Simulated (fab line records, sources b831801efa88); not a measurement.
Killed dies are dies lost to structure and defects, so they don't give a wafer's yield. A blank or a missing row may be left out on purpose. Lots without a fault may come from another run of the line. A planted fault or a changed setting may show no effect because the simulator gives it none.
A struck lot beside a sound one | flow sky130 | 43 steps out of a route of 708
Sound: wafers L555.1, L555.2, L555.3. Struck: wafers L556.2, L556.4, L556.5. The cause comes at the end.
At each step with rows: each side's tool, then ch and its chambers, then its first start. Under that, the readings that differ: sound wafers | struck wafers | difference of the means | sigmas: that difference in standard deviations of wafers without a fault.
alike: readings whose means differ by less than 2 such deviations, and words and numbers that are the same on both sides. not compared: withheld readings, readings that some wafer has no value for, bounds like >300 that may hide the same value, and numbers for which the record gives no deviation and whose values overlap.
The two part at a step that has a row with sigmas, a row that says differs or no value, or rows on one side only. Numbers that don't overlap but have no deviation are shown without sigmas and don't part them. A reading that every wafer of one side lacks parts them only if that side has two wafers or more.

first, 1 step without rows for these wafers: SKY_SONOS_TUNNEL_DEVELOP_06 (develop time 60 s).
SKY_SONOS_TUNNEL_CD_MEAS_07: target cd 410 nm.
  sound on cd_sem-01, day 12 18:21; struck on cd_sem-02, day 12 20:53
  alike: cd_nm
SKY_SONOS_TUNNEL_OVL_MEAS_08:
  sound on overlay-02, day 12 18:28; struck on overlay-01, day 12 21:00
  alike: SONOS_TUNNEL_OVL
then, 3 steps without rows for these wafers: SKY_SONOS_TUNNEL_IMPLANT_09; SKY_SONOS_TUNNEL_WET_ETCH_10 (etches SiO2 in dHF, target depth 14 nm, time 280 s); SKY_SONOS_TUNNEL_STRIP_11 (strips in SPM, time 600 s).
SKY_SONOS_TUNNEL_TW_MEAS_12:
  sound on film_metro-04, day 12 18:56; struck on film_metro-04, day 12 21:28
  alike: SONOS_TUNNEL_TW
then, 2 steps without rows for these wafers: SKY_SONOS_TUNNEL_CLEAN_13 (cleans in dHF, time 20 s); SKY_SONOS_ONO_OXIDATION_00 (stabilise 600 s, purge 300 s, target thk 2.6 nm).
SKY_SONOS_ONO_THK_MEAS_01:
  sound on film_metro-04, day 12 21:05; struck on film_metro-03, day 12 23:37
  alike: SONOS_ONO_OXIDATION_THK
then, 1 step without rows for these wafers: SKY_SONOS_ONO_CVD_02 (deposits Si3N4 from DCS/NH3, target thk 10.5 nm, time 180 s).
SKY_SONOS_ONO_THK_MEAS_03:
  sound on film_metro-03, day 12 22:11; struck on film_metro-01, day 13 02:00
  alike: SONOS_ONO_CVD_02_THK
SKY_SONOS_ONO_CVD_04: deposits SiO2 from SiH4/N2O, target thk 5.7199 nm.
  sound on lpcvd-03 ch 1, day 12 22:15; struck on lpcvd-03 ch 0, day 13 02:03
  reading                                    | sound             | struck            | difference | sigmas
  spike_tc_bottom_C (C)                      | 911.9 912.9 912.3 | 944.5 943.5 944.6 | +31.8      | +27
  spike_tc_centre_C (C)                      | 899.5 899.0 900.5 | 930.8 930.8 932.2 | +31.6      | +29
  spike_tc_lower_C (C)                       | 901.7 901.8 901.6 | 930.8 929.8 931.2 | +28.9      | +18
  spike_tc_top_C (C)                         | 907.9 908.6 909.1 | 937.4 938.2 937.2 | +29.1      | +17
  spike_tc_upper_C (C)                       | 901.9 899.8 900.0 | 929.9 930.0 929.6 | +29.3      | +23
  susceptor_temp_C (C)                       | 899.7 899.9 899.9 | 930.3 931.3 930.9 | +31.0      | +91
  zone_power_lower_pct (%)                   | 16.33 16.48 16.50 | 17.87 17.95 17.68 | +1.40      | +7
  zone_power_upper_pct (%)                   | 16.73 16.98 16.96 | 17.67 17.96 18.04 | +1.00      | +4
  model.SiO2_of_SONOS_ONO_CVD_04.thk_nm (nm) | 5.716 5.745 5.704 | 9.005 8.987 9.051 | +3.293     |
SKY_SONOS_ONO_THK_MEAS_05:
  sound on film_metro-04, day 12 23:30; struck on film_metro-04, day 13 03:32
  reading                   | sound          | struck         | difference | sigmas
  SONOS_ONO_CVD_04_THK (nm) | 5.67 5.76 5.71 | 8.96 8.98 9.05 | +3.28      | +34
  not compared: hold
then, 6 steps without rows for these wafers: SKY_SONOS_ONO_HMDS_07 (prime time 60 s); SKY_SONOS_ONO_COAT_08 (resist thk 1140 nm); SKY_SONOS_ONO_SOFTBAKE_09 (time 60 s); SKY_SONOS_ONO_EXPOSE_10 (exposes mask ONOM, target cd 410 nm); SKY_SONOS_ONO_PEB_11; SKY_SONOS_ONO_DEVELOP_12 (develop time 60 s).
SKY_SONOS_ONO_CD_MEAS_13: target cd 410 nm.
  sound on cd_sem-02, day 14 01:04; struck on cd_sem-01, day 14 04:10
  reading    | sound             | struck            | difference | sigmas
  cd_nm (nm) | 413.7 412.6 413.6 | 405.5 407.1 408.5 | -6.3       | -3
SKY_SONOS_ONO_OVL_MEAS_14:
  sound on overlay-02, day 14 01:11; struck on overlay-02, day 14 04:18
  alike: SONOS_ONO_OVL
SKY_SONOS_ONO_ETCH_15: etches the open film in CHF3/O2, target depth 19.52 nm, time 7.8 s.
  sound on rie_diel-03 ch 1,2,3, day 14 01:13; struck on rie_diel-02 ch 0,3, day 14 04:20
  alike: drypump_motor_current_A, oes_product_au, rf_fwd_power_W, throttle_valve_pct
  not compared: rf_hours_counter_h
then, 1 step without rows for these wafers: SKY_SONOS_ONO_WET_ETCH_16 (etches SiO2 in dHF, target depth 14 nm, time 280 s).
SKY_SONOS_ONO_STRIP_17: strips in O2/N2.
  sound on plasma_asher-01 ch 0,1, day 14 01:19; struck on plasma_asher-03 ch 0,1, day 14 04:26
  alike: drypump_motor_current_A, oes_product_au, strip_time_to_endpoint_s
  not compared: rf_hours_counter_h
then, 3 steps without rows for these wafers: SKY_SONOS_ONO_WET_ETCH_18 (etches Si3N4 in H3PO4, target depth 15 nm, time 172 s); SKY_GATE_OXIDE_CLEAN_00 (cleans in SC1/SC2, time 150 s); SKY_GATE_OXIDE_OXIDATION_01 (stabilise 600 s, purge 300 s, target thk 10.268 nm).
SKY_GATE_OXIDE_THK_MEAS_02:
  sound on film_metro-02, day 14 03:48; struck on film_metro-01, day 14 07:07
  alike: GATE_OXIDE_OXIDATION_00_THK
then, 7 steps without rows for these wafers: SKY_GATE_OXIDE_DEHYDRATE_03 (time 60 s); SKY_GATE_OXIDE_HMDS_04 (prime time 60 s); SKY_GATE_OXIDE_COAT_05 (resist thk 1140 nm); SKY_GATE_OXIDE_SOFTBAKE_06 (time 60 s); SKY_GATE_OXIDE_EXPOSE_07 (exposes mask LVOM, target cd 600 nm); SKY_GATE_OXIDE_PEB_08; SKY_GATE_OXIDE_DEVELOP_09 (develop time 60 s).
SKY_GATE_OXIDE_OVL_MEAS_10:
  sound on overlay-01, day 15 05:47; struck on overlay-01, day 15 08:52
  alike: GATE_OXIDE_OVL
then, 2 steps without rows for these wafers: SKY_GATE_OXIDE_IMPLANT_11; SKY_GATE_OXIDE_WET_ETCH_12 (etches SiO2 in dHF, target depth 16.8 nm, time 336 s).
SKY_GATE_OXIDE_STRIP_13: strips in O2/N2.
  sound on plasma_asher-02 ch 0,1, day 15 06:04; struck on plasma_asher-02 ch 0,1, day 15 09:10
  alike: drypump_motor_current_A, oes_product_au, strip_time_to_endpoint_s
  not compared: rf_hours_counter_h
SKY_GATE_OXIDE_TW_MEAS_14:
  sound on film_metro-03, day 15 06:10; struck on film_metro-03, day 15 09:16
  alike: GATE_OXIDE_TW
SKY_GATE_OXIDE_CLEAN_15: cleans in SC1/SC2, time 150 s.
  sound on wet_bench-01 ch 3, day 15 06:14; struck on wet_bench-01 ch 2, day 15 09:19
  reading                                    | sound             | struck           | difference | sigmas
  model.SiO2_of_SONOS_ONO_CVD_04.thk_nm (nm) | 4.211 4.239 4.204 | 7.475 7.45 7.514 | +3.262     |
-- the record jumps here: 32 days lie between the struck wafers' starts before and after (it left off in module GATE_OXIDE and takes up again in module PAD_OPEN, whose first step shown is number 708 of the route) --
SKY_PAD_OPEN_PROBE_99:
  the record has rows for the struck wafers here (prober-01, day 47 03:04) and none for the sound ones

WHERE THEY PART
First at SKY_SONOS_ONO_CVD_04; last, within this record, at SKY_PAD_OPEN_PROBE_99.

WHY: what the simulator had put in
Process parameter drift: lpcvd-03, from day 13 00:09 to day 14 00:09, at SKY_SONOS_ONO_CVD_04. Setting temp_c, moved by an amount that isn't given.
